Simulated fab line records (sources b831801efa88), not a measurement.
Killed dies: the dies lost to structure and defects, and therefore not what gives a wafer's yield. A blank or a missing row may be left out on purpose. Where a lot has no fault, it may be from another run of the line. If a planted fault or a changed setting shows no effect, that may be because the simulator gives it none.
fab line records | flow gf180mcu | part 1 of 2: steps 1 to 25 of 36
[record] lots = 5 | wafers = 15 | lastDay = 33
route steps=602 shown CONTACT@314 M1@315 V1@335
lots that met no fault: from a run of the same line without faults
startH: the number of hours between the record's first day and the start of the first shown wafer of the lot | waitH: time in hours since the lot's previous step | " identical to the entry in the row above | L1.1+2: a row that stands for several wafers | - either no value or no given start | * or withheld: withheld | < > ~ a bound
route shown NAME@n: names a module that has steps shown in the file, with the first one's number in the route | usual: mean/standard deviation of fault-free wafers | same: alike in all rows | chamber/n: place in a boat | sites: each site's reading | _std_site: standard deviation of those values | _edge_site: mean of outer sites minus mean of inner sites | radiusMm: for every site, how far away it sits from the centre of the wafer | mask NAME#n: copy n | behind: the most recent tool/chamber to have shaped the wafer | hold: why the lot went on hold/how many hours it stayed there/how the hold came to an end | device: the transistor (n, p or np) that didn't switch | end of line: tests run on the same wafers once the route is complete | step lacking rows: just its recipe | killed: dies lost to structure and defects at the first sort, not the wafer's yield | map: a wafer's dies, x killed, . not, _ none there
set.NAME: the setting that was run; set.NAME@STEP: the one run at that earlier step | model.NAME: the simulator's own value behind a step, which no gauge read
lots at selected steps of the route; one table per step, one row per wafer
services: a tool's chamber out of use, with start hour (startH, from the record's first day; less than 0 if before it), hours out, and reason
[[steps]]
[step GF_CONTACT_CMP_27]
[recipe] stopOn = SiO2 | downForcePsi = 3.5 | platenRpm = 60 | tOverpolishS = 15 | targetThkNm = 0 | padVelocityMS = 0.94248
[usual] motorCurrentA = 9.6/1.4 | overpolishRunS = 15.001/0.0092 | platenRpm = 60.00/0.041 | timeToEndpointS = 74/3.8
lot.wafer | tool   | chamber | startH | waitH | motorCurrentA | overpolishRunS | platenRpm | timeToEndpointS
L076.4    | cmp-01 | 0       | 393.83 | 0.2   | 8.7           | 14.997         | 60.02     | 69
L076.3    | "      | 3       | "      | "     | 11.7          | 14.985         | 60.01     | 72
L076.5    | "      | 0       | "      | "     | 8.8           | 14.989         | 59.95     | 70
L083.2    | cmp-01 | 2       | 441.74 | 0.0   | 7.9           | 15.007         | 60.11     | 75
L083.4    | "      | 1       | "      | "     | 11.2          | 14.994         | 60.00     | 73
L083.5    | "      | 3       | "      | "     | 11.9          | 15.003         | 59.99     | 72
L087.3    | cmp-01 | 1       | 472.15 | 0.0   | 10.7          | 14.988         | 60.02     | 73
L087.2    | "      | 3       | "      | "     | 11.2          | 15.018         | 60.01     | 76
L087.4    | "      | 0       | "      | "     | 8.2           | 14.992         | 60.01     | 74
L093.4    | cmp-01 | 0       | 523.74 | 0.1   | 9.3           | 15.006         | 59.99     | 74
L093.1    | "      | 1       | "      | "     | 10.8          | 15.000         | 59.99     | 72
L093.5    | "      | 0       | "      | "     | 8.9           | 15.002         | 60.01     | 75
L094.1    | cmp-01 | 1       | 532.49 | 0.1   | 10.6          | 15.014         | 59.98     | 74
L094.3    | "      | 2       | "      | "     | 7.9           | 15.007         | 60.08     | 78
L094.6    | "      | 2       | "      | "     | 8.1           | 14.992         | 60.00     | 80
[step GF_M1_SPUTTER_00]
[recipe] material = Ti | targetThkNm = 37.5 | arrivingIonEnergyEv = 80 | substrateTempC = 200 | chamberPressurePa = 2 | powerW = 4000 | timeS = 150
[usual] throttleValvePct = 29.3/1.1
[same] timeS = 150
lot.wafer | tool          | chamber | startH | waitH | throttleValvePct
L076.3    | pvdSputter-01 | -       | 394.13 | 0.1   | 26.2
L076.4    | "             | -       | "      | "     | 30.4
L076.5    | "             | -       | "      | "     | 30.3
L083.2    | pvdSputter-01 | -       | 442.04 | 0.2   | 30.3
L083.4    | "             | -       | "      | "     | 29.5
L083.5    | "             | -       | "      | "     | 30.0
L087.2    | pvdSputter-02 | -       | 472.45 | 0.1   | 29.3
L087.3    | "             | -       | "      | "     | 28.4
L087.4    | "             | -       | "      | "     | 29.7
L093.1    | pvdSputter-02 | -       | 523.99 | 0.1   | 30.8
L093.4    | "             | -       | "      | "     | 29.8
L093.5    | "             | -       | "      | "     | 29.3
L094.1    | pvdSputter-04 | -       | 532.79 | 0.2   | 29.2
L094.3    | "             | -       | "      | "     | 28.6
L094.6    | "             | -       | "      | "     | 29.6
[step GF_M1_SPUTTER_01]
[recipe] material = TiN | targetThkNm = 30 | powerW = 6500 | timeS = 25 | chamberPressurePa = 0.4
[usual] throttleValvePct = 29.3/1.1
[same] timeS = 25
lot.wafer | tool          | chamber | startH | waitH | throttleValvePct
L076.3    | pvdSputter-01 | -       | 394.24 | 0.1   | 25.9
L076.4    | "             | -       | "      | "     | 30.4
L076.5    | "             | -       | "      | "     | 30.3
L083.2    | pvdSputter-01 | -       | 442.15 | 0.1   | 30.3
L083.4    | "             | -       | "      | "     | 29.8
L083.5    | "             | -       | "      | "     | 29.6
L087.2    | pvdSputter-02 | -       | 472.55 | 0.1   | 29.1
L087.3    | "             | -       | "      | "     | 28.2
L087.4    | "             | -       | "      | "     | 29.8
L093.1    | pvdSputter-02 | -       | 524.09 | 0.1   | 30.5
L093.4    | "             | -       | "      | "     | 29.8
L093.5    | "             | -       | "      | "     | 29.2
L094.1    | pvdSputter-04 | -       | 532.89 | 0.1   | 29.4
L094.3    | "             | -       | "      | "     | 28.9
L094.6    | "             | -       | "      | "     | 29.7
[step GF_M1_SPUTTER_02]
[recipe] material = AlCu | targetThkNm = 450 | powerW = 10600 | timeS = 23.9 | chamberPressurePa = 0.4
[usual] throttleValvePct = 29.3/1.1
[same] timeS = 23.9
lot.wafer | tool          | chamber | startH | waitH | throttleValvePct
L076.3    | pvdSputter-01 | -       | 394.27 | 0.0   | 26.4
L076.4    | "             | -       | "      | "     | 30.4
L076.5    | "             | -       | "      | "     | 30.2
L083.2    | pvdSputter-01 | -       | 442.19 | 0.0   | 30.3
L083.4    | "             | -       | "      | "     | 29.5
L083.5    | "             | -       | "      | "     | 29.4
L087.2    | pvdSputter-02 | -       | 472.58 | 0.0   | 29.2
L087.3    | "             | -       | "      | "     | 28.3
L087.4    | "             | -       | "      | "     | 29.8
L093.1    | pvdSputter-02 | -       | 524.12 | 0.0   | 30.9
L093.4    | "             | -       | "      | "     | 30.0
L093.5    | "             | -       | "      | "     | 29.2
L094.1    | pvdSputter-04 | -       | 532.92 | 0.0   | 29.2
L094.3    | "             | -       | "      | "     | 28.7
L094.6    | "             | -       | "      | "     | 29.6
[step GF_M1_SPUTTER_03]
[recipe] material = Ti | targetThkNm = 10 | substrateTempC = 300 | chamberPressurePa = 0.3 | powerW = 3000 | timeS = 6.7
[usual] throttleValvePct = 29.3/1.1
[same] timeS = 6.7
lot.wafer | tool          | chamber | startH | waitH | throttleValvePct
L076.3    | pvdSputter-01 | -       | 394.30 | 0.0   | 26.4
L076.4    | "             | -       | "      | "     | 30.5
L076.5    | "             | -       | "      | "     | 30.3
L083.2    | pvdSputter-01 | -       | 442.22 | 0.0   | 30.3
L083.4    | "             | -       | "      | "     | 29.8
L083.5    | "             | -       | "      | "     | 29.6
L087.2    | pvdSputter-02 | -       | 472.61 | 0.0   | 29.0
L087.3    | "             | -       | "      | "     | 27.8
L087.4    | "             | -       | "      | "     | 30.0
L093.1    | pvdSputter-02 | -       | 524.15 | 0.0   | 30.7
L093.4    | "             | -       | "      | "     | 29.6
L093.5    | "             | -       | "      | "     | 29.1
L094.1    | pvdSputter-04 | -       | 532.95 | 0.0   | 29.4
L094.3    | "             | -       | "      | "     | 28.8
L094.6    | "             | -       | "      | "     | 29.6
[step GF_M1_SPUTTER_04]
[recipe] material = TiN | targetThkNm = 50 | powerW = 6500 | timeS = 41.7 | chamberPressurePa = 0.4
[usual] throttleValvePct = 29.3/1.1
[same] timeS = 41.7
lot.wafer | tool          | chamber | startH | waitH | throttleValvePct
L076.3    | pvdSputter-01 | -       | 394.33 | 0.0   | 26.4
L076.4    | "             | -       | "      | "     | 29.9
L076.5    | "             | -       | "      | "     | 30.4
L083.2    | pvdSputter-01 | -       | 442.24 | 0.0   | 30.3
L083.4    | "             | -       | "      | "     | 29.7
L083.5    | "             | -       | "      | "     | 29.5
L087.2    | pvdSputter-02 | -       | 472.63 | 0.0   | 29.0
L087.3    | "             | -       | "      | "     | 28.3
L087.4    | "             | -       | "      | "     | 30.0
L093.1    | pvdSputter-02 | -       | 524.17 | 0.0   | 30.7
L093.4    | "             | -       | "      | "     | 29.7
L093.5    | "             | -       | "      | "     | 28.9
L094.1    | pvdSputter-04 | -       | 532.97 | 0.0   | 28.8
L094.3    | "             | -       | "      | "     | 28.5
L094.6    | "             | -       | "      | "     | 29.4
[step GF_M1_RS_MEAS_05]
[recipe] thkMeasGauge = four-point-probe | reads = TiN_of_M1_SPUTTER_04+Ti_of_M1_SPUTTER_03+AlCu_of_M1_SPUTTER_02+TiN_of_M1_SPUTTER_01+Ti_of_M1_SPUTTER_00
[usual] M1_ALCU_RS = 0.0699/0.00074
lot.wafer | tool         | chamber | startH | waitH | M1_ALCU_RS[ohm/sq]
L076.3    | filmMetro-03 | -       | 394.41 | 0.1   | 0.0695
L076.4    | "            | -       | "      | "     | 0.0698
L076.5    | "            | -       | "      | "     | 0.0697
L083.2    | filmMetro-02 | -       | 442.30 | 0.0   | 0.0699
L083.4    | "            | -       | "      | "     | 0.0707
L083.5    | "            | -       | "      | "     | 0.0702
L087.2    | filmMetro-03 | -       | 472.69 | 0.0   | 0.0702
L087.3    | "            | -       | "      | "     | 0.0704
L087.4    | "            | -       | "      | "     | 0.0707
L093.1    | filmMetro-04 | -       | 524.21 | 0.0   | 0.0698
L093.4    | "            | -       | "      | "     | 0.0710
L093.5    | "            | -       | "      | "     | 0.0705
L094.1    | filmMetro-04 | -       | 533.01 | 0.0   | 0.0691
L094.3    | "            | -       | "      | "     | 0.0698
L094.6    | "            | -       | "      | "     | 0.0705
[step GF_M1_THK_MEAS_06]
[recipe] thkMeasGauge = xrf | reads = AlCu_of_M1_SPUTTER_02
[usual] M1_ALCU_THK = 450/5.3
lot.wafer | tool         | chamber | startH | waitH | M1_ALCU_THK[nm]
L076.3    | filmMetro-03 | -       | 394.51 | 0.1   | 450
L076.4    | "            | -       | "      | "     | 449
L076.5    | "            | -       | "      | "     | 449
L083.2    | filmMetro-02 | -       | 442.41 | 0.1   | 452
L083.4    | "            | -       | "      | "     | 446
L083.5    | "            | -       | "      | "     | 449
L087.2    | filmMetro-03 | -       | 472.80 | 0.1   | 448
L087.3    | "            | -       | "      | "     | 446
L087.4    | "            | -       | "      | "     | 444
L093.1    | filmMetro-04 | -       | 524.33 | 0.1   | 451
L093.4    | "            | -       | "      | "     | 442
L093.5    | "            | -       | "      | "     | 448
L094.1    | filmMetro-04 | -       | 533.13 | 0.1   | 460
L094.3    | "            | -       | "      | "     | 456
L094.6    | "            | -       | "      | "     | 449
[step GF_M1_DEHYDRATE_07]
[recipe] tempC = 200 | timeS = 60
[usual] resistLineTempC = 23.02/0.11
[same] timeS = 60
lot.wafer | tool          | chamber | startH | waitH | resistLineTempC
L076.3    | lithoTrack-04 | 0       | 405.02 | 10.5  | 23.16
L076.4    | "             | 0       | "      | "     | 23.06
L076.5    | "             | 0       | "      | "     | 23.07
L083.2    | lithoTrack-04 | 0       | 453.84 | 11.4  | 23.15
L083.4    | "             | 0       | "      | "     | 22.99
L083.5    | "             | 0       | "      | "     | 23.01
L087.2    | lithoTrack-02 | 0       | 484.28 | 11.5  | 23.07
L087.3    | "             | 0       | "      | "     | 23.12
L087.4    | "             | 0       | "      | "     | 23.13
L093.1    | lithoTrack-02 | 0       | 535.45 | 11.1  | 22.91
L093.4    | "             | 0       | "      | "     | 22.87
L093.5    | "             | 0       | "      | "     | 23.12
L094.1    | lithoTrack-04 | 0       | 543.67 | 10.5  | 23.09
L094.3    | "             | 0       | "      | "     | 23.06
L094.6    | "             | 0       | "      | "     | 23.02
[step GF_M1_HMDS_08]
[recipe] primeTimeS = 60 | primeTempC = 120
[usual] resistLineTempC = 22.98/0.1
lot.wafer | tool          | chamber | startH | waitH | resistLineTempC
L076.3    | lithoTrack-04 | 0       | 405.17 | 0.1   | 22.87
L076.4    | "             | 0       | "      | "     | 22.70
L076.5    | "             | 0       | "      | "     | 22.77
L083.2    | lithoTrack-04 | 0       | 453.99 | 0.1   | 22.91
L083.4    | "             | 0       | "      | "     | 23.00
L083.5    | "             | 0       | "      | "     | 22.80
L087.2    | lithoTrack-02 | 0       | 484.43 | 0.1   | 23.02
L087.3    | "             | 0       | "      | "     | 23.07
L087.4    | "             | 0       | "      | "     | 22.87
L093.1    | lithoTrack-02 | 0       | 535.60 | 0.1   | 22.92
L093.4    | "             | 0       | "      | "     | 22.92
L093.5    | "             | 0       | "      | "     | 22.85
L094.1    | lithoTrack-04 | 0       | 543.82 | 0.1   | 22.96
L094.3    | "             | 0       | "      | "     | 23.06
L094.6    | "             | 0       | "      | "     | 23.05
[step GF_M1_COAT_09]
[recipe] resist = KrF | spinRpm = withheld | resistThkNm = 1000
[usual] resistLineTempC = 23.01/0.12
lot.wafer | tool          | chamber | startH | waitH | resistLineTempC
L076.3    | lithoTrack-04 | 0       | 405.32 | 0.1   | 22.98
L076.4    | "             | 0       | "      | "     | 22.83
L076.5    | "             | 0       | "      | "     | 22.92
L083.2    | lithoTrack-04 | 0       | 454.14 | 0.1   | 23.17
L083.4    | "             | 0       | "      | "     | 22.99
L083.5    | "             | 0       | "      | "     | 23.13
L087.2    | lithoTrack-02 | 0       | 484.58 | 0.1   | 22.94
L087.3    | "             | 0       | "      | "     | 23.10
L087.4    | "             | 0       | "      | "     | 23.07
L093.1    | lithoTrack-02 | 0       | 535.75 | 0.1   | 22.83
L093.4    | "             | 0       | "      | "     | 22.93
L093.5    | "             | 0       | "      | "     | 22.92
L094.1    | lithoTrack-04 | 0       | 543.97 | 0.1   | 22.95
L094.3    | "             | 0       | "      | "     | 23.08
L094.6    | "             | 0       | "      | "     | 22.97
[step GF_M1_SOFTBAKE_10]
[recipe] tempC = 130 | timeS = 60 | resist = KrF
[usual] resistLineTempC = 23.02/0.11
[same] timeS = 60
lot.wafer | tool          | chamber | startH | waitH | resistLineTempC
L076.3    | lithoTrack-04 | 0       | 405.47 | 0.1   | 22.88
L076.4    | "             | 0       | "      | "     | 22.82
L076.5    | "             | 0       | "      | "     | 22.71
L083.2    | lithoTrack-04 | 0       | 454.29 | 0.1   | 23.07
L083.4    | "             | 0       | "      | "     | 22.92
L083.5    | "             | 0       | "      | "     | 22.97
L087.2    | lithoTrack-02 | 0       | 484.73 | 0.1   | 23.13
L087.3    | "             | 0       | "      | "     | 22.99
L087.4    | "             | 0       | "      | "     | 22.94
L093.1    | lithoTrack-02 | 0       | 535.90 | 0.1   | 23.00
L093.4    | "             | 0       | "      | "     | 23.11
L093.5    | "             | 0       | "      | "     | 22.98
L094.1    | lithoTrack-04 | 0       | 544.12 | 0.1   | 23.09
L094.3    | "             | 0       | "      | "     | 23.02
L094.6    | "             | 0       | "      | "     | 23.07
[step GF_M1_EXPOSE_11]
[recipe] maskId = Metal1 | targetCdNm = 230 | na = 0.68 | sourceShape = conventional | sigmaOuter = 0.6 | doseMj = 28
lot.wafer  | tool          | chamber | startH | waitH | mask
L076.3+4+5 | krfScanner-01 | 0       | -      | -     | Metal1#0
L083.2+4+5 | krfScanner-01 | 0       | -      | -     | Metal1#0
L087.2+3+4 | krfScanner-02 | 0       | -      | -     | Metal1#0
L093.1+4+5 | krfScanner-01 | 0       | -      | -     | Metal1#0
L094.1+3+6 | krfScanner-01 | 0       | -      | -     | Metal1#0
[step GF_M1_PEB_12]
[recipe] pebTempC = 135 | pebTimeS = 90 | resist = KrF
[usual] resistLineTempC = 23.01/0.11
lot.wafer | tool          | chamber | startH | waitH | resistLineTempC
L076.3    | lithoTrack-01 | 0       | -      | -     | 23.19
L076.4    | "             | 0       | "      | "     | 23.00
L076.5    | "             | 0       | "      | "     | 23.06
L083.2    | lithoTrack-01 | 0       | -      | -     | 22.93
L083.4    | "             | 0       | "      | "     | 23.09
L083.5    | "             | 0       | "      | "     | 23.05
L087.2    | lithoTrack-02 | 0       | -      | -     | 23.06
L087.3    | "             | 0       | "      | "     | 23.18
L087.4    | "             | 0       | "      | "     | 23.03
L093.1    | lithoTrack-01 | 0       | -      | -     | 22.92
L093.4    | "             | 0       | "      | "     | 23.11
L093.5    | "             | 0       | "      | "     | 23.13
L094.1    | lithoTrack-04 | 0       | -      | -     | 22.87
L094.3    | "             | 0       | "      | "     | 22.80
L094.6    | "             | 0       | "      | "     | 22.88
[step GF_M1_DEVELOP_13]
[recipe] developTimeS = 60 | devTempC = 21
[usual] resistLineTempC = 23.00/0.11
lot.wafer | tool          | chamber | startH | waitH | resistLineTempC
L076.3    | lithoTrack-01 | 0       | 417.18 | 0.1   | 22.98
L076.4    | "             | 0       | "      | "     | 22.81
L076.5    | "             | 0       | "      | "     | 23.03
L083.2    | lithoTrack-01 | 0       | 466.41 | 0.2   | 23.09
L083.4    | "             | 0       | "      | "     | 23.14
L083.5    | "             | 0       | "      | "     | 23.09
L087.2    | lithoTrack-02 | 0       | 495.83 | 0.2   | 22.88
L087.3    | "             | 0       | "      | "     | 22.87
L087.4    | "             | 0       | "      | "     | 23.03
L093.1    | lithoTrack-01 | 0       | 547.23 | 0.2   | 23.04
L093.4    | "             | 0       | "      | "     | 22.97
L093.5    | "             | 0       | "      | "     | 22.94
L094.1    | lithoTrack-04 | 0       | 554.62 | 0.2   | 22.92
L094.3    | "             | 0       | "      | "     | 23.03
L094.6    | "             | 0       | "      | "     | 23.06
[step GF_M1_CD_MEAS_14]
[recipe] targetCdNm = 230
[usual] cdNm = 229.7/1.3
lot.wafer | tool     | chamber | startH | waitH | cdNm
L076.3    | cdSem-01 | -       | 417.32 | 0.1   | 231.7
L076.4    | "        | -       | "      | "     | 229.8
L076.5    | "        | -       | "      | "     | 229.9
L083.2    | cdSem-01 | -       | 466.55 | 0.1   | 229.4
L083.4    | "        | -       | "      | "     | 228.4
L083.5    | "        | -       | "      | "     | 228.4
L087.2    | cdSem-02 | -       | 495.97 | 0.1   | 229.3
L087.3    | "        | -       | "      | "     | 230.6
L087.4    | "        | -       | "      | "     | 230.3
L093.1    | cdSem-02 | -       | 547.38 | 0.1   | 230.2
L093.4    | "        | -       | "      | "     | 229.4
L093.5    | "        | -       | "      | "     | 230.3
L094.1    | cdSem-01 | -       | 554.77 | 0.1   | 229.3
L094.3    | "        | -       | "      | "     | 230.6
L094.6    | "        | -       | "      | "     | 229.8
[step GF_M1_OVL_MEAS_15]
[usual] M1_OVL = -2/4.9
lot.wafer | tool       | chamber | startH | waitH | M1_OVL[nm]
L076.3    | overlay-02 | -       | 417.41 | 0.1   | -6
L076.4    | "          | -       | "      | "     | 0
L076.5    | "          | -       | "      | "     | 1
L083.2    | overlay-02 | -       | 466.66 | 0.1   | -6
L083.4    | "          | -       | "      | "     | -5
L083.5    | "          | -       | "      | "     | 5
L087.2    | overlay-02 | -       | 496.08 | 0.1   | 5
L087.3    | "          | -       | "      | "     | 5
L087.4    | "          | -       | "      | "     | 1
L093.1    | overlay-01 | -       | 547.50 | 0.1   | -8
L093.4    | "          | -       | "      | "     | -2
L093.5    | "          | -       | "      | "     | -10
L094.1    | overlay-02 | -       | 554.89 | 0.1   | -5
L094.3    | "          | -       | "      | "     | -5
L094.6    | "          | -       | "      | "     | -2
[step GF_M1_METAL_ETCH_16]
[recipe] chemistry = Cl2/BCl3 | maskMaterial = KrF | targetDepthNm = 627.5 | stopOn = SiO2 | pressureMtorr = 8 | icpW = 800 | biasW = 140 | Cl2_flow_sccm = 80 | bcl3FlowSccm = 40 | timeS = 104.6
[usual] drypumpMotorCurrentA = 5.33/0.2 | oesProductAu = 0.970/0.0066 | throttleValvePct = 28.251/0.01
[same] timeS = 104.6
lot.wafer | tool        | chamber | startH | waitH | drypumpMotorCurrentA | oesProductAu | rfHoursCounterH | throttleValvePct
L076.3    | rieMetal-01 | 1       | 417.47 | 0.1   | 5.10                 | 0.968        | -               | 28.235
L076.4    | "           | 0       | "      | "     | 5.40                 | 0.977        | -               | 28.263
L076.5    | "           | 0       | "      | "     | 5.40                 | 0.974        | -               | 28.254
L083.2    | rieMetal-04 | 0       | 466.69 | 0.0   | 5.29                 | 0.970        | 2               | 28.240
L083.4    | "           | 0       | "      | "     | 5.31                 | 0.964        | -               | 28.254
L083.5    | "           | 1       | "      | "     | 5.55                 | 0.972        | -               | 28.266
L087.2    | rieMetal-01 | 0       | 496.11 | 0.0   | 5.38                 | 0.975        | 4               | 28.248
L087.3    | "           | 1       | "      | "     | 5.07                 | 0.965        | -               | 28.244
L087.4    | "           | 0       | "      | "     | 5.39                 | 0.962        | -               | 28.260
L093.1    | rieMetal-04 | 0       | 547.54 | 0.0   | 5.29                 | 0.967        | 4               | 28.257
L093.4    | "           | 0       | "      | "     | 5.27                 | 0.962        | -               | 28.247
L093.5    | "           | 1       | "      | "     | 5.54                 | 0.969        | -               | 28.262
L094.1    | rieMetal-01 | 0       | 554.92 | 0.0   | 5.43                 | 0.973        | 5               | 28.249
L094.3    | "           | 0       | "      | "     | 5.39                 | 0.975        | -               | 28.245
L094.6    | "           | 0       | "      | "     | 5.39                 | 0.961        | -               | 28.260
[step GF_M1_STRIP_17]
[recipe] chemistry = O2/N2 | powerW = 1400 | pressureMtorr = 1500 | platenTempC = 250 | o2FlowSccm = 3000 | n2FlowSccm = 300 | overashFraction = 0.5
[usual] drypumpMotorCurrentA = 5.7/0.45 | heaterPowerW = 362/50 | oesProductAu = 0.558/0.0056 | stripTimeToEndpointS = 7.88/0.048
lot.wafer | tool           | chamber | startH | waitH | drypumpMotorCurrentA | heaterPowerW | oesProductAu | rfHoursCounterH | stripTimeToEndpointS
L076.3    | plasmaAsher-01 | 1       | 417.58 | 0.1   | 4.8                  | 343          | 0.552        | -               | 7.91
L076.4    | "              | 0       | "      | "     | 5.8                  | 290          | 0.559        | -               | 7.90
L076.5    | "              | 1       | "      | "     | 4.8                  | 346          | 0.553        | -               | 7.81
L083.2    | plasmaAsher-03 | 1       | 466.80 | 0.1   | 6.1                  | 417          | 0.558        | 4               | 7.92
L083.4    | "              | 1       | "      | "     | 6.1                  | 419          | 0.559        | -               | 7.92
L083.5    | "              | 0       | "      | "     | 5.5                  | 293          | 0.566        | -               | 7.91
L087.2    | plasmaAsher-03 | 1       | 496.22 | 0.1   | 6.1                  | 422          | 0.550        | 7               | 7.86
L087.3    | "              | 1       | "      | "     | 6.1                  | 427          | 0.570        | -               | 7.93
L087.4    | "              | 0       | "      | "     | 5.5                  | 297          | 0.554        | -               | 7.82
L093.1    | plasmaAsher-03 | 0       | 547.65 | 0.1   | 5.5                  | 295          | 0.565        | 13              | 7.92
L093.4    | "              | 1       | "      | "     | 6.1                  | 417          | 0.561        | -               | 7.90
L093.5    | "              | 1       | "      | "     | 6.1                  | 415          | 0.563        | -               | 7.86
L094.1    | plasmaAsher-03 | 0       | 555.22 | 0.2   | 5.4                  | 294          | 0.549        | 14              | 7.90
L094.3    | "              | 0       | "      | "     | 5.4                  | 293          | 0.553        | -               | 7.90
L094.6    | "              | 1       | "      | "     | 6.1                  | 427          | 0.563        | -               | 7.87
[step GF_M1_STRIP_18]
[recipe] chemistry = postEtchResidueRemover | timeS = 1200 | tempC = 72.5
[same] timeS = 1200
lot.wafer  | tool        | chamber | startH | waitH
L076.3+4+5 | wetBench-03 | 0       | 417.65 | 0.0
L083.2+4+5 | wetBench-03 | 3       | 466.90 | 0.1
L087.2+3+4 | wetBench-03 | 0       | 496.32 | 0.1
L093.1+4+5 | wetBench-04 | 3       | 547.75 | 0.1
L094.1+3+6 | wetBench-04 | 3       | 555.32 | 0.1
[step GF_M1_CLEAN_19]
[recipe] chemistry = DIW | dry = n2Spin
lot.wafer  | tool        | chamber | startH | waitH
L076.3+4+5 | wetBench-02 | 0       | 418.02 | 0.0
L083.2+4+5 | wetBench-02 | 3       | 467.27 | 0.0
L087.2+3+4 | wetBench-04 | 2       | 496.66 | 0.0
L093.1+4+5 | wetBench-03 | 3       | 548.09 | 0.0
L094.1+3+6 | wetBench-02 | 1       | 556.01 | 0.0
[step GF_V1_CVD_00]
[recipe] material = SiO2 | targetThkNm = 600 | sigmaOpenFrac = 0.3 | tempC = 400 | timeS = 100 | sih4FlowSccm = 60 | pressureMtorr = 6
[usual] sih4FlowSccm = 59.98/0.18
[same] timeS = 100
lot.wafer | tool      | chamber | startH | waitH | sih4FlowSccm
L076.3    | hdpcvd-02 | 2       | 418.11 | 0.0   | 60.45
L076.4    | "         | 0       | "      | "     | 60.00
L076.5    | "         | 2       | "      | "     | 60.18
L083.2    | hdpcvd-02 | 2       | 467.36 | 0.0   | 60.19
L083.4    | "         | 1       | "      | "     | 59.82
L083.5    | "         | 1       | "      | "     | 60.16
L087.2    | hdpcvd-01 | 1       | 496.75 | 0.0   | 59.88
L087.3    | "         | 2       | "      | "     | 60.02
L087.4    | "         | 0       | "      | "     | 60.08
L093.1    | hdpcvd-02 | 2       | 548.18 | 0.0   | 59.63
L093.4    | "         | 0       | "      | "     | 59.86
L093.5    | "         | 1       | "      | "     | 60.22
L094.1    | hdpcvd-01 | 1       | 556.10 | 0.0   | 59.80
L094.3    | "         | 2       | "      | "     | 59.65
L094.6    | "         | 1       | "      | "     | 59.81
[step GF_V1_THK_MEAS_01]
[recipe] reads = SiO2_of_V1_CVD_00
[usual] V1_CVD_00_THK = 599/7
lot.wafer | tool         | chamber | startH | waitH | V1_CVD_00_THK[nm]
L076.3    | filmMetro-04 | -       | 418.21 | 0.1   | 598
L076.4    | "            | -       | "      | "     | 596
L076.5    | "            | -       | "      | "     | 595
L083.2    | filmMetro-03 | -       | 467.48 | 0.1   | 613
L083.4    | "            | -       | "      | "     | 614
L083.5    | "            | -       | "      | "     | 618
L087.2    | filmMetro-01 | -       | 496.84 | 0.0   | 601
L087.3    | "            | -       | "      | "     | 597
L087.4    | "            | -       | "      | "     | 600
L093.1    | filmMetro-01 | -       | 548.25 | 0.0   | 598
L093.4    | "            | -       | "      | "     | 590
L093.5    | "            | -       | "      | "     | 605
L094.1    | filmMetro-04 | -       | 556.17 | 0.0   | 606
L094.3    | "            | -       | "      | "     | 613
L094.6    | "            | -       | "      | "     | 608
[step GF_V1_CVD_02]
[recipe] material = SiO2 | targetThkNm = 850 | precursor = TEOS | tempC = 400 | timeS = 94.851 | rfW = 600
[usual] heaterPowerW = 626/110
[same] timeS = 94.851
lot.wafer | tool     | chamber | startH | waitH | heaterPowerW
L076.3    | pecvd-04 | 2       | 418.25 | 0.0   | 672
L076.4    | "        | 1       | "      | "     | 615
L076.5    | "        | 2       | "      | "     | 708
L083.2    | pecvd-01 | 2       | 467.53 | 0.0   | 690
L083.4    | "        | 2       | "      | "     | 701
L083.5    | "        | 0       | "      | "     | 759
L087.2    | pecvd-01 | 0       | 496.89 | 0.0   | 751
L087.3    | "        | 1       | "      | "     | 486
L087.4    | "        | 1       | "      | "     | 504
L093.1    | pecvd-01 | 2       | 548.31 | 0.1   | 700
L093.4    | "        | 0       | "      | "     | 746
L093.5    | "        | 1       | "      | "     | 470
L094.1    | pecvd-01 | 0       | 556.23 | 0.1   | 788
L094.3    | "        | 1       | "      | "     | 420
L094.6    | "        | 1       | "      | "     | 473
[step GF_V1_THK_MEAS_03]
[recipe] reads = SiO2_of_V1_CVD_02
[usual] V1_CVD_02_THK = 849/11
lot.wafer | tool         | chamber | startH | waitH | V1_CVD_02_THK[nm]
L076.3    | filmMetro-01 | -       | 418.34 | 0.1   | 832
L076.4    | "            | -       | "      | "     | 855
L076.5    | "            | -       | "      | "     | 857
L083.2    | filmMetro-01 | -       | 467.61 | 0.0   | 843
L083.4    | "            | -       | "      | "     | 853
L083.5    | "            | -       | "      | "     | 866
L087.2    | filmMetro-03 | -       | 496.97 | 0.0   | 832
L087.3    | "            | -       | "      | "     | 824
L087.4    | "            | -       | "      | "     | 842
L093.1    | filmMetro-03 | -       | 548.38 | 0.0   | 845
L093.4    | "            | -       | "      | "     | 870
L093.5    | "            | -       | "      | "     | 852
L094.1    | filmMetro-01 | -       | 556.30 | 0.0   | 845
L094.3    | "            | -       | "      | "     | 839
L094.6    | "            | -       | "      | "     | 853
